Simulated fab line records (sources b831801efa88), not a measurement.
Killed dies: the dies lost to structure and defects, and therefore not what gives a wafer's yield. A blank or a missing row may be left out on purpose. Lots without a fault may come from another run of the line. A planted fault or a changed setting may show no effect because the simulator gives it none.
fab line records :: flow sfq_line :: part 2 of 2: steps 27 to 35 of 35
record
  lots=5
  wafers=15
  last_day=91
route steps=325 shown I1@87 M2@88 I2@103 M3@118
lots with no fault: from the same line, run without faults
start_h: hours from the record's opening day to when the first of the lot's shown wafers began :: wait_h: hours since the lot's step before :: " as in the row above :: L1.1+2: one row covering several wafers at once :: - no value present, or no start provided :: * or withheld: withheld :: < > ~ a bound
route shown NAME@n: names a module that has steps shown in the file, with the first one's number in the route :: usual: mean/standard deviation of fault-free wafers :: same: alike in all rows :: chamber/n: place in a boat :: sites: readings site by site :: _std_site: their standard deviation :: _edge_site: inner sites' mean taken away from outer sites' mean :: radius_mm: for every site, how far away it sits from the centre of the wafer :: mask NAME#n: copy n :: behind: the last tool/chamber to shape the wafer :: hold: why the lot was held/for how many hours/how that ended :: device: the n, p or np transistor that did not switch :: end of line: the route-end tests of the same wafers :: a step with no rows: only its recipe :: killed: dies that structure and defects cost at the first sort, which is not the same as the wafer's yield :: map: a wafer's dies, x killed, . not, _ none there
set.NAME: the run value of the setting; set.NAME@STEP: its run value at that earlier step :: model.NAME: the simulator's own value behind a step, which no gauge read
a table for each step, a row for each wafer; lots at some steps of the route
services: a tool's chamber out of use, with start hour (start_h, from the record's first day; less than 0 if before it), hours out, and reason
## steps
# step SFQ_TRILAYER_I2_VIA_BARC_OPEN_VIA_ETCH_096
# recipe
  mask_material=PR
  chemistry=O2
  target_depth_nm=125
  target=BARC
  source_w=500
  bias_w=80
  pressure_mtorr=31.47
  time_s=41.7
# usual
  drypump_motor_current_A=5.9/0.39
  oes_product_au=0.686/0.0047
  rf_fwd_power_W=494.6/2.6
lot.wafer: L077.2
tool: rie_diel-02
chamber: 2
start_h: 879.44
wait_h: 0.0
drypump_motor_current_A: 6.5
oes_product_au: 0.686
rf_fwd_power_W: 493.6
rf_hours_counter_h: 6

lot.wafer: L077.3
tool: rie_diel-02
chamber: 0
start_h: 879.44
wait_h: 0.0
drypump_motor_current_A: 5.1
oes_product_au: 0.687
rf_fwd_power_W: 499.9
rf_hours_counter_h: 14

lot.wafer: L077.6
tool: rie_diel-02
chamber: 3
start_h: 879.44
wait_h: 0.0
drypump_motor_current_A: 6.0
oes_product_au: 0.680
rf_fwd_power_W: 495.6
rf_hours_counter_h: -

lot.wafer: L088.1
tool: rie_diel-01
chamber: 3
start_h: 1002.40
wait_h: 0.0
drypump_motor_current_A: 6.1
oes_product_au: 0.689
rf_fwd_power_W: 494.5
rf_hours_counter_h: 2

lot.wafer: L088.4
tool: rie_diel-01
chamber: 1
start_h: 1002.40
wait_h: 0.0
drypump_motor_current_A: 6.1
oes_product_au: 0.685
rf_fwd_power_W: 498.1
rf_hours_counter_h: 1

lot.wafer: L088.6
tool: rie_diel-01
chamber: 1
start_h: 1002.40
wait_h: 0.0
drypump_motor_current_A: 6.1
oes_product_au: 0.698
rf_fwd_power_W: 495.2
rf_hours_counter_h: -

lot.wafer: L090.1
tool: rie_diel-01
chamber: 2
start_h: 1008.40
wait_h: 0.0
drypump_motor_current_A: 5.9
oes_product_au: 0.683
rf_fwd_power_W: 493.6
rf_hours_counter_h: 5

lot.wafer: L090.3
tool: rie_diel-01
chamber: 0
start_h: 1008.40
wait_h: 0.0
drypump_motor_current_A: 6.3
oes_product_au: 0.686
rf_fwd_power_W: 497.1
rf_hours_counter_h: 9

lot.wafer: L090.5
tool: rie_diel-01
chamber: 2
start_h: 1008.40
wait_h: 0.0
drypump_motor_current_A: 5.9
oes_product_au: 0.687
rf_fwd_power_W: 495.4
rf_hours_counter_h: -

lot.wafer: L093.1
tool: rie_diel-04
chamber: 1
start_h: 1016.80
wait_h: 0.0
drypump_motor_current_A: 5.9
oes_product_au: 0.679
rf_fwd_power_W: 496.2
rf_hours_counter_h: 2

lot.wafer: L093.2
tool: rie_diel-04
chamber: 3
start_h: 1016.80
wait_h: 0.0
drypump_motor_current_A: 5.3
oes_product_au: 0.680
rf_fwd_power_W: 496.1
rf_hours_counter_h: 11

lot.wafer: L093.4
tool: rie_diel-04
chamber: 2
start_h: 1016.80
wait_h: 0.0
drypump_motor_current_A: 6.0
oes_product_au: 0.675
rf_fwd_power_W: 488.9
rf_hours_counter_h: 8

lot.wafer: L094.1
tool: rie_diel-02
chamber: 2
start_h: 1020.40
wait_h: 0.0
drypump_motor_current_A: 6.5
oes_product_au: 0.684
rf_fwd_power_W: 496.4
rf_hours_counter_h: 9

lot.wafer: L094.3
tool: rie_diel-02
chamber: 3
start_h: 1020.40
wait_h: 0.0
drypump_motor_current_A: 6.1
oes_product_au: 0.686
rf_fwd_power_W: 496.2
rf_hours_counter_h: 11

lot.wafer: L094.4
tool: rie_diel-02
chamber: 1
start_h: 1020.40
wait_h: 0.0
drypump_motor_current_A: 5.7
oes_product_au: 0.679
rf_fwd_power_W: 490.4
rf_hours_counter_h: 1
# step SFQ_TRILAYER_I2_VIA_ETCH_VIA_ETCH_070
# recipe
  target=SiO2
  stop_on=Nb
  mask_material=PR
  taper_deg=20
  chemistry=CHF3
  target_depth_nm=260
  source_w=500
  bias_w=80
  pressure_mtorr=30
  time_s=withheld
# usual
  drypump_motor_current_A=5.9/0.39
  oes_product_au=0.853/0.0053
  rf_fwd_power_W=498.3/1.6
lot.wafer: L077.2
tool: rie_diel-02
chamber: 2
start_h: 879.47
wait_h: 0.0
drypump_motor_current_A: 6.5
oes_product_au: 0.854
rf_fwd_power_W: 498.4

lot.wafer: L077.3
tool: rie_diel-02
chamber: 0
start_h: 879.47
wait_h: 0.0
drypump_motor_current_A: 5.1
oes_product_au: 0.852
rf_fwd_power_W: 497.2

lot.wafer: L077.6
tool: rie_diel-02
chamber: 3
start_h: 879.47
wait_h: 0.0
drypump_motor_current_A: 6.1
oes_product_au: 0.843
rf_fwd_power_W: 496.7

lot.wafer: L088.1
tool: rie_diel-01
chamber: 3
start_h: 1002.44
wait_h: 0.0
drypump_motor_current_A: 6.1
oes_product_au: 0.859
rf_fwd_power_W: 499.4

lot.wafer: L088.4
tool: rie_diel-01
chamber: 1
start_h: 1002.44
wait_h: 0.0
drypump_motor_current_A: 6.1
oes_product_au: 0.853
rf_fwd_power_W: 499.6

lot.wafer: L088.6
tool: rie_diel-01
chamber: 1
start_h: 1002.44
wait_h: 0.0
drypump_motor_current_A: 6.1
oes_product_au: 0.853
rf_fwd_power_W: 498.2

lot.wafer: L090.1
tool: rie_diel-01
chamber: 2
start_h: 1008.44
wait_h: 0.0
drypump_motor_current_A: 5.9
oes_product_au: 0.857
rf_fwd_power_W: 498.5

lot.wafer: L090.3
tool: rie_diel-01
chamber: 0
start_h: 1008.44
wait_h: 0.0
drypump_motor_current_A: 6.3
oes_product_au: 0.854
rf_fwd_power_W: 499.1

lot.wafer: L090.5
tool: rie_diel-01
chamber: 2
start_h: 1008.44
wait_h: 0.0
drypump_motor_current_A: 5.9
oes_product_au: 0.856
rf_fwd_power_W: 498.9

lot.wafer: L093.1
tool: rie_diel-04
chamber: 1
start_h: 1016.84
wait_h: 0.0
drypump_motor_current_A: 6.0
oes_product_au: 0.849
rf_fwd_power_W: 496.8

lot.wafer: L093.2
tool: rie_diel-04
chamber: 3
start_h: 1016.84
wait_h: 0.0
drypump_motor_current_A: 5.4
oes_product_au: 0.857
rf_fwd_power_W: 497.2

lot.wafer: L093.4
tool: rie_diel-04
chamber: 2
start_h: 1016.84
wait_h: 0.0
drypump_motor_current_A: 6.0
oes_product_au: 0.869
rf_fwd_power_W: 495.4

lot.wafer: L094.1
tool: rie_diel-02
chamber: 2
start_h: 1020.44
wait_h: 0.0
drypump_motor_current_A: 6.6
oes_product_au: 0.849
rf_fwd_power_W: 496.5

lot.wafer: L094.3
tool: rie_diel-02
chamber: 3
start_h: 1020.44
wait_h: 0.0
drypump_motor_current_A: 6.0
oes_product_au: 0.849
rf_fwd_power_W: 500.1

lot.wafer: L094.4
tool: rie_diel-02
chamber: 1
start_h: 1020.44
wait_h: 0.0
drypump_motor_current_A: 5.7
oes_product_au: 0.857
rf_fwd_power_W: 497.2
# step SFQ_TRILAYER_I2_VIA_STRIP_STRIP_071
# recipe
  gas=O2
  power_w=200
  platen_temp_c=40
  overash_fraction=0.65
  chemistry=O2
  pressure_mtorr=50
# usual
  drypump_motor_current_A=5.6/0.55
  oes_product_au=0.995/0.008
  platen_temp_c=40.00/0.12
lot.wafer: L077.2
tool: rie_metal-03
chamber: 1
start_h: 879.59
wait_h: -
drypump_motor_current_A: 6.2
oes_product_au: 0.996
platen_temp_c: 39.85
rf_hours_counter_h: 120

lot.wafer: L077.3
tool: rie_metal-03
chamber: 0
start_h: 879.59
wait_h: -
drypump_motor_current_A: 5.0
oes_product_au: 0.996
platen_temp_c: 39.87
rf_hours_counter_h: -

lot.wafer: L077.6
tool: rie_metal-03
chamber: 1
start_h: 879.59
wait_h: -
drypump_motor_current_A: 6.2
oes_product_au: 1.004
platen_temp_c: 39.98
rf_hours_counter_h: -

lot.wafer: L088.1
tool: rie_metal-01
chamber: 0
start_h: 1002.55
wait_h: -
drypump_motor_current_A: 6.0
oes_product_au: 0.999
platen_temp_c: 39.97
rf_hours_counter_h: 133

lot.wafer: L088.4
tool: rie_metal-01
chamber: 0
start_h: 1002.55
wait_h: -
drypump_motor_current_A: 6.0
oes_product_au: 0.992
platen_temp_c: 40.25
rf_hours_counter_h: -

lot.wafer: L088.6
tool: rie_metal-01
chamber: 0
start_h: 1002.55
wait_h: -
drypump_motor_current_A: 6.0
oes_product_au: 0.996
platen_temp_c: 40.12
rf_hours_counter_h: -

lot.wafer: L090.1
tool: rie_metal-03
chamber: 1
start_h: 1008.55
wait_h: -
drypump_motor_current_A: 6.2
oes_product_au: 1.011
platen_temp_c: 40.07
rf_hours_counter_h: 14

lot.wafer: L090.3
tool: rie_metal-03
chamber: 0
start_h: 1008.55
wait_h: -
drypump_motor_current_A: 5.0
oes_product_au: 0.992
platen_temp_c: 40.26
rf_hours_counter_h: -

lot.wafer: L090.5
tool: rie_metal-03
chamber: 1
start_h: 1008.55
wait_h: -
drypump_motor_current_A: 6.2
oes_product_au: 1.004
platen_temp_c: 39.99
rf_hours_counter_h: -

lot.wafer: L093.1
tool: rie_metal-01
chamber: 1
start_h: 1016.95
wait_h: -
drypump_motor_current_A: 5.8
oes_product_au: 0.993
platen_temp_c: 40.01
rf_hours_counter_h: 90

lot.wafer: L093.2
tool: rie_metal-01
chamber: 0
start_h: 1016.95
wait_h: -
drypump_motor_current_A: 6.0
oes_product_au: 1.005
platen_temp_c: 39.94
rf_hours_counter_h: 134

lot.wafer: L093.4
tool: rie_metal-01
chamber: 0
start_h: 1016.95
wait_h: -
drypump_motor_current_A: 6.0
oes_product_au: 0.998
platen_temp_c: 39.94
rf_hours_counter_h: -

lot.wafer: L094.1
tool: rie_metal-03
chamber: 1
start_h: 1020.55
wait_h: -
drypump_motor_current_A: 6.2
oes_product_au: 1.005
platen_temp_c: 39.98
rf_hours_counter_h: 16

lot.wafer: L094.3
tool: rie_metal-03
chamber: 0
start_h: 1020.55
wait_h: -
drypump_motor_current_A: 5.0
oes_product_au: 0.980
platen_temp_c: 39.92
rf_hours_counter_h: -

lot.wafer: L094.4
tool: rie_metal-03
chamber: 1
start_h: 1020.55
wait_h: -
drypump_motor_current_A: 6.2
oes_product_au: 0.998
platen_temp_c: 39.79
rf_hours_counter_h: -
# step SFQ_TRILAYER_I2_VIA_STRIP_SOLV_CLEAN_072
# recipe
  chemistry=NMP
  temp_c=70
  time_s=600
# usual
  bath_heat_duty_pct=14.2/1.6
  temp_c=70.00/0.12
lot.wafer: L077.2
tool: wet_bench-03
chamber: 7
start_h: 880.19
wait_h: 0.4
bath_heat_duty_pct: 12.7
temp_c: 69.92

lot.wafer: L077.3
tool: wet_bench-03
chamber: 0
start_h: 880.19
wait_h: 0.4
bath_heat_duty_pct: 14.0
temp_c: 69.83

lot.wafer: L077.6
tool: wet_bench-03
chamber: 3
start_h: 880.19
wait_h: 0.4
bath_heat_duty_pct: 13.7
temp_c: 70.09

lot.wafer: L088.1
tool: wet_bench-04
chamber: 1
start_h: 1003.15
wait_h: 0.4
bath_heat_duty_pct: 14.0
temp_c: 70.02

lot.wafer: L088.4
tool: wet_bench-04
chamber: 0
start_h: 1003.15
wait_h: 0.4
bath_heat_duty_pct: 11.8
temp_c: 69.79

lot.wafer: L088.6
tool: wet_bench-04
chamber: 4
start_h: 1003.15
wait_h: 0.4
bath_heat_duty_pct: 15.3
temp_c: 69.74

lot.wafer: L090.1
tool: wet_bench-01
chamber: 1
start_h: 1009.15
wait_h: 0.4
bath_heat_duty_pct: 16.3
temp_c: 70.07

lot.wafer: L090.3
tool: wet_bench-01
chamber: 6
start_h: 1009.15
wait_h: 0.4
bath_heat_duty_pct: 15.2
temp_c: 70.15

lot.wafer: L090.5
tool: wet_bench-01
chamber: 7
start_h: 1009.15
wait_h: 0.4
bath_heat_duty_pct: 14.7
temp_c: 69.92

lot.wafer: L093.1
tool: wet_bench-03
chamber: 5
start_h: 1017.55
wait_h: 0.4
bath_heat_duty_pct: 16.0
temp_c: 69.86

lot.wafer: L093.2
tool: wet_bench-03
chamber: 0
start_h: 1017.55
wait_h: 0.4
bath_heat_duty_pct: 14.8
temp_c: 69.97

lot.wafer: L093.4
tool: wet_bench-03
chamber: 4
start_h: 1017.55
wait_h: 0.4
bath_heat_duty_pct: 13.5
temp_c: 69.98

lot.wafer: L094.1
tool: wet_bench-04
chamber: 2
start_h: 1021.15
wait_h: 0.4
bath_heat_duty_pct: 17.2
temp_c: 69.85

lot.wafer: L094.3
tool: wet_bench-04
chamber: 0
start_h: 1021.15
wait_h: 0.4
bath_heat_duty_pct: 12.2
temp_c: 70.05

lot.wafer: L094.4
tool: wet_bench-04
chamber: 4
start_h: 1021.15
wait_h: 0.4
bath_heat_duty_pct: 15.4
temp_c: 70.27
# step SFQ_TRILAYER_M3_DEP_PRE_CLEAN_074
# recipe
  gas=Ar
  time_s=22.5
  bias_v=250
lot.wafer: L077.2+3+6
tool: pvd_sputter-05
chamber: -
start_h: 880.36
wait_h: 0.0

lot.wafer: L088.1+4+6
tool: pvd_sputter-05
chamber: -
start_h: 1003.32
wait_h: 0.0

lot.wafer: L090.1+3+5
tool: pvd_sputter-05
chamber: -
start_h: 1009.32
wait_h: 0.0

lot.wafer: L093.1+2+4
tool: pvd_sputter-04
chamber: -
start_h: 1017.72
wait_h: 0.0

lot.wafer: L094.1+3+4
tool: pvd_sputter-05
chamber: -
start_h: 1021.34
wait_h: 0.0
# step SFQ_TRILAYER_M3_DEP_SPUTTER_073
# recipe
  material=Nb
  base_pressure_pa=1.33e-06
  chamber_pressure_pa=0.1278
  substrate_temp_c=20
  resputter_cathode_voltage_v=400
  target_thk_nm=200
  power_w=2000
  time_s=133.3
# usual
  throttle_valve_pct=30.1/1.1
lot.wafer: L077.2
tool: pvd_sputter-05
chamber: -
start_h: 880.39
wait_h: 0.0
throttle_valve_pct: 31.1

lot.wafer: L077.3
tool: pvd_sputter-05
chamber: -
start_h: 880.39
wait_h: 0.0
throttle_valve_pct: 32.2

lot.wafer: L077.6
tool: pvd_sputter-05
chamber: -
start_h: 880.39
wait_h: 0.0
throttle_valve_pct: 31.5

lot.wafer: L088.1
tool: pvd_sputter-05
chamber: -
start_h: 1003.35
wait_h: 0.0
throttle_valve_pct: 32.0

lot.wafer: L088.4
tool: pvd_sputter-05
chamber: -
start_h: 1003.35
wait_h: 0.0
throttle_valve_pct: 30.2

lot.wafer: L088.6
tool: pvd_sputter-05
chamber: -
start_h: 1003.35
wait_h: 0.0
throttle_valve_pct: 29.2

lot.wafer: L090.1
tool: pvd_sputter-05
chamber: -
start_h: 1009.35
wait_h: 0.0
throttle_valve_pct: 30.3

lot.wafer: L090.3
tool: pvd_sputter-05
chamber: -
start_h: 1009.35
wait_h: 0.0
throttle_valve_pct: 31.3

lot.wafer: L090.5
tool: pvd_sputter-05
chamber: -
start_h: 1009.35
wait_h: 0.0
throttle_valve_pct: 32.1

lot.wafer: L093.1
tool: pvd_sputter-04
chamber: -
start_h: 1017.75
wait_h: 0.0
throttle_valve_pct: 31.6

lot.wafer: L093.2
tool: pvd_sputter-04
chamber: -
start_h: 1017.75
wait_h: 0.0
throttle_valve_pct: 29.9

lot.wafer: L093.4
tool: pvd_sputter-04
chamber: -
start_h: 1017.75
wait_h: 0.0
throttle_valve_pct: 29.9

lot.wafer: L094.1
tool: pvd_sputter-05
chamber: -
start_h: 1021.37
wait_h: 0.0
throttle_valve_pct: 29.3

lot.wafer: L094.3
tool: pvd_sputter-05
chamber: -
start_h: 1021.37
wait_h: 0.0
throttle_valve_pct: 31.2

lot.wafer: L094.4
tool: pvd_sputter-05
chamber: -
start_h: 1021.37
wait_h: 0.0
throttle_valve_pct: 32.3
# step SFQ_M3_RS_MEAS_919
# recipe
  thk_meas_gauge=four-point-probe
  reads=Nb_of_TRILAYER_M3_DEP_SPUTTER_073
# usual
  M3_NB_RS=0.887/0.011
lot.wafer: L077.2
tool: film_metro-04
chamber: -
start_h: 880.50
wait_h: 0.1
M3_NB_RS[ohm/sq]: 0.880

lot.wafer: L077.3
tool: film_metro-04
chamber: -
start_h: 880.50
wait_h: 0.1
M3_NB_RS[ohm/sq]: 0.882

lot.wafer: L077.6
tool: film_metro-04
chamber: -
start_h: 880.50
wait_h: 0.1
M3_NB_RS[ohm/sq]: 0.890

lot.wafer: L088.1
tool: film_metro-01
chamber: -
start_h: 1003.44
wait_h: 0.0
M3_NB_RS[ohm/sq]: 0.878

lot.wafer: L088.4
tool: film_metro-01
chamber: -
start_h: 1003.44
wait_h: 0.0
M3_NB_RS[ohm/sq]: 0.897

lot.wafer: L088.6
tool: film_metro-01
chamber: -
start_h: 1003.44
wait_h: 0.0
M3_NB_RS[ohm/sq]: 0.891

lot.wafer: L090.1
tool: film_metro-02
chamber: -
start_h: 1009.44
wait_h: 0.0
M3_NB_RS[ohm/sq]: 0.886

lot.wafer: L090.3
tool: film_metro-02
chamber: -
start_h: 1009.44
wait_h: 0.0
M3_NB_RS[ohm/sq]: 0.888

lot.wafer: L090.5
tool: film_metro-02
chamber: -
start_h: 1009.44
wait_h: 0.0
M3_NB_RS[ohm/sq]: 0.879

lot.wafer: L093.1
tool: film_metro-04
chamber: -
start_h: 1017.84
wait_h: 0.0
M3_NB_RS[ohm/sq]: 0.894

lot.wafer: L093.2
tool: film_metro-04
chamber: -
start_h: 1017.84
wait_h: 0.0
M3_NB_RS[ohm/sq]: 0.898

lot.wafer: L093.4
tool: film_metro-04
chamber: -
start_h: 1017.84
wait_h: 0.0
M3_NB_RS[ohm/sq]: 0.899

lot.wafer: L094.1
tool: film_metro-04
chamber: -
start_h: 1021.46
wait_h: 0.0
M3_NB_RS[ohm/sq]: 0.907

lot.wafer: L094.3
tool: film_metro-04
chamber: -
start_h: 1021.46
wait_h: 0.0
M3_NB_RS[ohm/sq]: 0.883

lot.wafer: L094.4
tool: film_metro-04
chamber: -
start_h: 1021.46
wait_h: 0.0
M3_NB_RS[ohm/sq]: 0.885
# step SFQ_TRILAYER_M3_LITHO_COAT_080
# recipe
  resist=BARC
  spin_rpm=3000
  resist_thk_nm=62
# usual
  spin_speed_rpm=2999.9/2.1
lot.wafer: L077.2
tool: litho_track-02
chamber: 0
start_h: 880.71
wait_h: 0.1
spin_speed_rpm: 3004.0

lot.wafer: L077.3
tool: litho_track-02
chamber: 0
start_h: 880.71
wait_h: 0.1
spin_speed_rpm: 3000.2

lot.wafer: L077.6
tool: litho_track-02
chamber: 0
start_h: 880.71
wait_h: 0.1
spin_speed_rpm: 3000.5

lot.wafer: L088.1
tool: litho_track-03
chamber: 0
start_h: 1003.62
wait_h: 0.1
spin_speed_rpm: 2999.6

lot.wafer: L088.4
tool: litho_track-03
chamber: 0
start_h: 1003.62
wait_h: 0.1
spin_speed_rpm: 3000.7

lot.wafer: L088.6
tool: litho_track-03
chamber: 0
start_h: 1003.62
wait_h: 0.1
spin_speed_rpm: 3000.9

lot.wafer: L090.1
tool: litho_track-01
chamber: 0
start_h: 1009.62
wait_h: 0.1
spin_speed_rpm: 2999.7

lot.wafer: L090.3
tool: litho_track-01
chamber: 0
start_h: 1009.62
wait_h: 0.1
spin_speed_rpm: 3000.6

lot.wafer: L090.5
tool: litho_track-01
chamber: 0
start_h: 1009.62
wait_h: 0.1
spin_speed_rpm: 2997.1

lot.wafer: L093.1
tool: litho_track-01
chamber: 0
start_h: 1018.02
wait_h: 0.1
spin_speed_rpm: 2998.2

lot.wafer: L093.2
tool: litho_track-01
chamber: 0
start_h: 1018.02
wait_h: 0.1
spin_speed_rpm: 3001.6

lot.wafer: L093.4
tool: litho_track-01
chamber: 0
start_h: 1018.02
wait_h: 0.1
spin_speed_rpm: 2997.9

lot.wafer: L094.1
tool: litho_track-03
chamber: 0
start_h: 1021.64
wait_h: 0.1
spin_speed_rpm: 3001.4

lot.wafer: L094.3
tool: litho_track-03
chamber: 0
start_h: 1021.64
wait_h: 0.1
spin_speed_rpm: 3002.6

lot.wafer: L094.4
tool: litho_track-03
chamber: 0
start_h: 1021.64
wait_h: 0.1
spin_speed_rpm: 3001.6
# step SFQ_TRILAYER_M3_LITHO_COAT_075
# recipe
  resist=KrF
  spin_rpm=3000
  resist_thk_nm=600
# usual
  spin_speed_rpm=2999.9/2.2
lot.wafer: L077.2
tool: litho_track-02
chamber: 0
start_h: 881.01
wait_h: 0.2
spin_speed_rpm: 2999.0

lot.wafer: L077.3
tool: litho_track-02
chamber: 0
start_h: 881.01
wait_h: 0.2
spin_speed_rpm: 3000.6

lot.wafer: L077.6
tool: litho_track-02
chamber: 0
start_h: 881.01
wait_h: 0.2
spin_speed_rpm: 3000.1

lot.wafer: L088.1
tool: litho_track-03
chamber: 0
start_h: 1003.92
wait_h: 0.2
spin_speed_rpm: 2999.7

lot.wafer: L088.4
tool: litho_track-03
chamber: 0
start_h: 1003.92
wait_h: 0.2
spin_speed_rpm: 3000.2

lot.wafer: L088.6
tool: litho_track-03
chamber: 0
start_h: 1003.92
wait_h: 0.2
spin_speed_rpm: 2997.6

lot.wafer: L090.1
tool: litho_track-01
chamber: 0
start_h: 1009.92
wait_h: 0.2
spin_speed_rpm: 2998.5

lot.wafer: L090.3
tool: litho_track-01
chamber: 0
start_h: 1009.92
wait_h: 0.2
spin_speed_rpm: 2998.4

lot.wafer: L090.5
tool: litho_track-01
chamber: 0
start_h: 1009.92
wait_h: 0.2
spin_speed_rpm: 3003.1

lot.wafer: L093.1
tool: litho_track-01
chamber: 0
start_h: 1018.32
wait_h: 0.2
spin_speed_rpm: 3001.8

lot.wafer: L093.2
tool: litho_track-01
chamber: 0
start_h: 1018.32
wait_h: 0.2
spin_speed_rpm: 3001.0

lot.wafer: L093.4
tool: litho_track-01
chamber: 0
start_h: 1018.32
wait_h: 0.2
spin_speed_rpm: 2998.6

lot.wafer: L094.1
tool: litho_track-03
chamber: 0
start_h: 1021.94
wait_h: 0.2
spin_speed_rpm: 3001.5

lot.wafer: L094.3
tool: litho_track-03
chamber: 0
start_h: 1021.94
wait_h: 0.2
spin_speed_rpm: 3002.0

lot.wafer: L094.4
tool: litho_track-03
chamber: 0
start_h: 1021.94
wait_h: 0.2
spin_speed_rpm: 3000.9
## services
tool: pvd_sputter-03
chamber: -
start_h: 592.38
hours: 1.0
kind: repair

tool: pvd_sputter-03
chamber: -
start_h: 595.64
hours: 8.8
kind: repair

tool: krf_scanner-02
chamber: -
start_h: 627.60
hours: 1.0
kind: pm

tool: krf_scanner-02
chamber: -
start_h: 632.51
hours: 1.5
kind: pm

tool: krf_scanner-02
chamber: -
start_h: 634.01
hours: 0.8
kind: pm

tool: rie_metal-02
chamber: 0
start_h: 635.68
hours: 17.1
kind: repair

tool: rie_metal-02
chamber: 1
start_h: 647.96
hours: 6.1
kind: repair

tool: krf_scanner-02
chamber: -
start_h: 671.24
hours: 1.3
kind: pm

tool: pvd_sputter-03
chamber: -
start_h: 671.88
hours: 12.7
kind: repair

tool: krf_scanner-02
chamber: -
start_h: 733.89
hours: 3.6
kind: pm

tool: pvd_sputter-03
chamber: -
start_h: 753.77
hours: 4.3
kind: repair

tool: krf_scanner-02
chamber: -
start_h: 759.87
hours: 0.6
kind: repair

tool: krf_scanner-02
chamber: -
start_h: 796.45
hours: 1.0
kind: pm

tool: krf_scanner-02
chamber: -
start_h: 801.18
hours: 0.8
kind: pm

tool: rie_metal-02
chamber: 0
start_h: 811.23
hours: 11.3
kind: repair

tool: krf_scanner-02
chamber: -
start_h: 840.43
hours: 0.2
kind: repair

tool: krf_scanner-02
chamber: -
start_h: 847.57
hours: 1.3
kind: pm

tool: rie_metal-02
chamber: 1
start_h: 856.45
hours: 21.3
kind: repair

tool: pvd_sputter-05
chamber: -
start_h: 897.39
hours: 8.5
kind: repair

tool: rie_metal-01
chamber: -
start_h: 960.15
hours: 1.4
kind: repair

tool: krf_scanner-02
chamber: -
start_h: 965.50
hours: 1.0
kind: pm

tool: krf_scanner-02
chamber: -
start_h: 970.10
hours: 0.8
kind: pm

tool: rie_metal-01
chamber: -
start_h: 980.87
hours: 1.1
kind: repair

tool: pvd_sputter-05
chamber: -
start_h: 988.50
hours: 1.1
kind: repair
